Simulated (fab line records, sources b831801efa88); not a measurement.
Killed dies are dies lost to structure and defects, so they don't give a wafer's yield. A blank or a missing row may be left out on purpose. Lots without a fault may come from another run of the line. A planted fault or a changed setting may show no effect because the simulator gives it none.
Chamber matching | flow gf180mcu | GF_V2_CVD_02 on pecvd-04: 3 sister chambers
The step deposits SiO2 from TEOS, target thk 850 nm, time 94.851 s. 20 wafers are shown with their chamber, then 10 later ones without.

WAFERS WITH THEIR CHAMBER
wafer  | chamber | heater_power_w (W)
L075.1 | 0       | 674
L075.2 | 2       | 574
L075.3 | 1       | 814
L075.4 | 0       | 551
L075.5 | 2       | 610
L075.6 | 1       | 651
L076.1 | 0       | 521
L076.2 | 2       | 614
L076.5 | 2       | 678
L083.2 | 0       | 668
L083.3 | 1       | 667
L083.6 | 0       | 519
L085.1 | 0       | 612
L085.3 | 1       | 707
L085.4 | 2       | 611
L088.4 | 1       | 733
L088.5 | 1       | 780
L088.6 | 0       | 587
L092.3 | 2       | 616
L092.4 | 1       | 806

SIGNATURES (means of the wafers above)
reading        | chamber 0 | chamber 1 | chamber 2 | scatter within a chamber
heater_power_w | 590.29    | 736.86    | 617.17    | 57.6
Rule: a wafer's distance from a chamber is the root of the sum, over the readings, of the square of ((its reading less the chamber's mean) divided by the reading's scatter). The wafer belongs to the nearest chamber; if the next one is less than 2 further off, it can't be placed. The scatter: the root of (the sum of the squares of (reading less its chamber's mean) over the shown wafers, divided by (wafers less chambers)).

WAFERS WITHOUT THEIR CHAMBER
wafer  | heater_power_w (W)
L092.6 | 602
L093.1 | 603
L093.5 | 651
L093.6 | 636
L095.1 | 813
L095.4 | 659
L095.5 | 631
L096.2 | 830
L096.4 | 533
L096.5 | 620

WHICH CHAMBER EACH WENT THROUGH
wafer  | from the rows above          | in truth
L092.6 | can't be placed: 0 or 2      | 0
L093.1 | can't be placed: 0 or 2      | 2
L093.5 | can't be placed: 2 or 0 or 1 | 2
L093.6 | can't be placed: 2 or 0 or 1 | 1
L095.1 | 1                            | 1
L095.4 | can't be placed: 2 or 0 or 1 | 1
L095.5 | can't be placed: 2 or 0 or 1 | 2
L096.2 | 1                            | 1
L096.4 | can't be placed: 0 or 2      | 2
L096.5 | can't be placed: 2 or 0 or 1 | 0
Placed correctly: 2 of 10. Can't be placed from these rows: 8 (the true chamber is among the candidates in 8). Placed wrongly: 0.
